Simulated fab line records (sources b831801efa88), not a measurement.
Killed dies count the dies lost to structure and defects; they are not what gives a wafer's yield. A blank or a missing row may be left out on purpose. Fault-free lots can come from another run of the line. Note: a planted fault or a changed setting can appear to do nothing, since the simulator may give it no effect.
Which of the tools did it? + flow sky130 + 14 lots, 42 wafers sampled, at 1 step of a route of 708

## WHAT THE GAUGES SHOWED, per wafer
Not one reading of a measure or inspect step in the record can be checked against a usual standard deviation.

## WHAT TOOL EACH LOT RAN ON (gives the tool, then ch and the chambers of the sampled wafers, and finally the start)
| lot  | SKY_LOCAL_INTERCONNECT_DEVELOP_10 |
|------|-----------------------------------|
| L137 | litho_track-04 ch 0, day 30 04:00 |
| L139 | litho_track-01 ch 0, day 30 18:00 |
| L138 | litho_track-03 ch 0, day 31 03:00 |
| L140 | litho_track-03 ch 0, day 31 07:00 |
| L141 | litho_track-04 ch 0, day 31 22:00 |
| L142 | litho_track-03 ch 0, day 32 01:00 |
| L144 | litho_track-01 ch 0, day 32 20:00 |
| L147 | litho_track-03 ch 0, day 33 13:00 |
| L148 | litho_track-04 ch 0, day 36 15:00 |
| L156 | litho_track-01 ch 0, day 36 18:00 |
| L155 | litho_track-03 ch 0, day 36 18:00 |
| L154 | litho_track-01 ch 0, day 36 19:00 |
| L157 | litho_track-01 ch 0, day 36 20:00 |
| L158 | litho_track-03 ch 0, day 36 21:00 |
- SKY_LOCAL_INTERCONNECT_DEVELOP_10: develop time 60 s.

## AS READ BY THE TOOLS THEMSELVES (means over the sampled wafers that have a number; for cases with no such wafer, the mark the record gives instead)
SKY_LOCAL_INTERCONNECT_DEVELOP_10. Usual: developer_temp_C reads 20.98 C (standard deviation 0.1).
| lot  | tool           | developer_temp_C (C) | flag |
|------|----------------|----------------------|------|
| L137 | litho_track-04 | 21.07                |      |
| L139 | litho_track-01 | 21.04                |      |
| L138 | litho_track-03 | 21.02                |      |
| L140 | litho_track-03 | 21.03                |      |
| L141 | litho_track-04 | 20.99                |      |
| L142 | litho_track-03 | 21.04                |      |
| L144 | litho_track-01 | 20.96                |      |
| L147 | litho_track-03 | 21.14                |      |
| L148 | litho_track-04 | 20.91                |      |
| L156 | litho_track-01 | 21.00                |      |
| L155 | litho_track-03 | 20.99                |      |
| L154 | litho_track-01 | 23.03                | OFF  |
| L157 | litho_track-01 | 23.10                | OFF  |
| L158 | litho_track-03 | 20.83                |      |

## THE ANSWER, worked out from the rows above alone
Rule: a lot counts as off when the mean over its wafers that have a number is more than 3 standard deviations away from the usual mean. A lot without any number at a reading at which 4 lots or more have one is off too. The other lots that the step has rows for count as sound. Order of review: gauges by route order, followed by the tools' own readings, for which a lot's mean as printed above is used. At the first step where some lot is off, the reading lying furthest off is the one used; lots without a number count as furthest.
Off at SKY_LOCAL_INTERCONNECT_DEVELOP_10 (developer_temp_C): L154, L157.
A tool fits if, at that step or a process step before it, it ran every lot that is off, and no sound lot after the first of them. One fits: litho_track-01 at SKY_LOCAL_INTERCONNECT_DEVELOP_10. A fault onset in the window from L156 (day 36 18:00, its last sound lot) to L154 (day 36 19:00, its first lot off) fits.
On the lots that are off, the tool's own readings at SKY_LOCAL_INTERCONNECT_DEVELOP_10 differ by more than 5 times the standard deviation of the sound lots' means, which bears it out; developer_temp_C reads 23.07 C there versus 21.00 C on the sound lots.

## WHAT THE SIMULATOR HAD INSERTED
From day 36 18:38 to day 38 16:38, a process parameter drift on litho_track-01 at SKY_LOCAL_INTERCONNECT_DEVELOP_10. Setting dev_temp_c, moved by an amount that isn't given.
Shown lots that were struck: L154, L157. Same finding as the rule above.
